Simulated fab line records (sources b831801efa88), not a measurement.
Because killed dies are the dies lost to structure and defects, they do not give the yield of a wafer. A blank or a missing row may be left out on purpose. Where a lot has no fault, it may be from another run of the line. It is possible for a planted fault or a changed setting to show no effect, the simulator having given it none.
Commonality check across tools :: flow gf180mcu :: 12 lots, 36 wafers sampled

## WHAT PROMPTED THE OPENING
At GF_V3_THK_MEAS_01 the reading V3_CVD_00_THK is flagged on 3 of 12 lots. No-fault wafers: 599 nm, standard deviation 7.6.
Rule: a lot gets a flag if all its wafers with a number sit over 4 standard deviations from that mean, or if no wafer of it has a number. The other lots count as sound.

lot: L281
measured: day 21 07:32
on: film metro-04
V3_CVD_00_THK (nm), wafer by wafer: 598 614 606
flag: 

lot: L282
measured: day 21 18:29
on: film metro-03
V3_CVD_00_THK (nm), wafer by wafer: 620 597 613
flag: 

lot: L284
measured: day 22 12:24
on: film metro-04
V3_CVD_00_THK (nm), wafer by wafer: 605 605 608
flag: 

lot: L286
measured: day 23 14:14
on: film metro-03
V3_CVD_00_THK (nm), wafer by wafer: 598 593 594
flag: 

lot: L288
measured: day 24 04:35
on: film metro-03
V3_CVD_00_THK (nm), wafer by wafer: 594 595 597
flag: 

lot: L289
measured: day 24 08:08
on: film metro-04
V3_CVD_00_THK (nm), wafer by wafer: 585 597 598
flag: 

lot: L290
measured: day 24 20:53
on: film metro-03
V3_CVD_00_THK (nm), wafer by wafer: 606 602 588
flag: 

lot: L291
measured: day 25 02:36
on: film metro-03
V3_CVD_00_THK (nm), wafer by wafer: 602 603 593
flag: 

lot: L292
measured: day 25 06:20
on: film metro-02
V3_CVD_00_THK (nm), wafer by wafer: 606 605 611
flag: 

lot: L293
measured: day 25 23:11
on: film metro-02
V3_CVD_00_THK (nm), wafer by wafer: 1185 1207 1217
flag: FLAGGED

lot: L294
measured: day 26 03:34
on: film metro-02
V3_CVD_00_THK (nm), wafer by wafer: 1193 1198 1214
flag: FLAGGED

lot: L295
measured: day 26 08:51
on: film metro-04
V3_CVD_00_THK (nm), wafer by wafer: 1193 1187 1196
flag: FLAGGED
The mean of the flagged lots' numbers is 1199 nm, +600 nm from the usual (+79 standard deviations).

## LOT BY LOT: THE TOOL USED
Before the reading, the record contains 2 process steps out of a 602-step route. Read each cell as the tool, then ch plus the chambers that the sampled wafers visited, then the start.
lot: L281
flag: 
GF_M3_SPUTTER_00: pvd sputter-01, day 20 06:39
GF_V3_CVD_00: hdpcvd-01 ch 0,2, day 21 07:27

lot: L282
flag: 
GF_M3_SPUTTER_00: pvd sputter-03, day 20 17:02
GF_V3_CVD_00: hdpcvd-01 ch 0,1,2, day 21 18:24

lot: L284
flag: 
GF_M3_SPUTTER_00: pvd sputter-01, day 21 11:53
GF_V3_CVD_00: hdpcvd-01 ch 0,2, day 22 12:20

lot: L286
flag: 
GF_M3_SPUTTER_00: pvd sputter-03, day 22 13:46
GF_V3_CVD_00: hdpcvd-02 ch 0,2, day 23 14:10

lot: L288
flag: 
GF_M3_SPUTTER_00: pvd sputter-02, day 23 04:51
GF_V3_CVD_00: hdpcvd-01 ch 1,2, day 24 04:30

lot: L289
flag: 
GF_M3_SPUTTER_00: pvd sputter-01, day 23 09:18
GF_V3_CVD_00: hdpcvd-02 ch 0,2, day 24 08:04

lot: L290
flag: 
GF_M3_SPUTTER_00: pvd sputter-01, day 23 21:36
GF_V3_CVD_00: hdpcvd-01 ch 1,2, day 24 20:47

lot: L291
flag: 
GF_M3_SPUTTER_00: pvd sputter-02, day 24 03:00
GF_V3_CVD_00: hdpcvd-02 ch 0,1,2, day 25 02:30

lot: L292
flag: 
GF_M3_SPUTTER_00: pvd sputter-01, day 24 07:49
GF_V3_CVD_00: hdpcvd-01 ch 1,2, day 25 06:16

lot: L293
flag: FLAGGED
GF_M3_SPUTTER_00: pvd sputter-03, day 25 00:05
GF_V3_CVD_00: hdpcvd-01 ch 0,1,2, day 25 22:47

lot: L294
flag: FLAGGED
GF_M3_SPUTTER_00: pvd sputter-02, day 25 04:31
GF_V3_CVD_00: hdpcvd-01 ch 0,2, day 26 03:16

lot: L295
flag: FLAGGED
GF_M3_SPUTTER_00: pvd sputter-03, day 25 10:29
GF_V3_CVD_00: hdpcvd-02 ch 1,2, day 26 08:27
These steps, and what they do:
- GF_M3_SPUTTER_00: material Ti, target thk 37.5 nm, time 150 s.
- GF_V3_CVD_00: deposits SiO2, target thk 600 nm, time 100 s.
- GF_V3_THK_MEAS_01

## FLAGGED AGAINST TOTAL, ONE TOOL AT A TIME (gauges that did the reading follow at the end)
step: GF_M3_SPUTTER_00
tool: pvd sputter-01
lots run: 5
flagged: 0
share of the flagged lots: none
sound lots run after its first flagged lot: -

step: GF_M3_SPUTTER_00
tool: pvd sputter-02
lots run: 3
flagged: 1
share of the flagged lots: some
sound lots run after its first flagged lot: 0

step: GF_M3_SPUTTER_00
tool: pvd sputter-03
lots run: 4
flagged: 2
share of the flagged lots: some
sound lots run after its first flagged lot: 0

step: GF_V3_CVD_00
tool: hdpcvd-01
lots run: 8
flagged: 2
share of the flagged lots: some
sound lots run after its first flagged lot: 0

step: GF_V3_CVD_00
tool: hdpcvd-02
lots run: 4
flagged: 1
share of the flagged lots: some
sound lots run after its first flagged lot: 0

step: GF_V3_THK_MEAS_01
tool: film metro-02
lots run: 3
flagged: 2
share of the flagged lots: some
sound lots run after its first flagged lot: 0

step: GF_V3_THK_MEAS_01
tool: film metro-03
lots run: 5
flagged: 0
share of the flagged lots: none
sound lots run after its first flagged lot: -

step: GF_V3_THK_MEAS_01
tool: film metro-04
lots run: 4
flagged: 1
share of the flagged lots: some
sound lots run after its first flagged lot: 0

## WHAT IS ALLOWED BY THE TABLE
No row of the table ran every flagged lot.

## WHAT WAS PUT IN BY THE SIMULATOR
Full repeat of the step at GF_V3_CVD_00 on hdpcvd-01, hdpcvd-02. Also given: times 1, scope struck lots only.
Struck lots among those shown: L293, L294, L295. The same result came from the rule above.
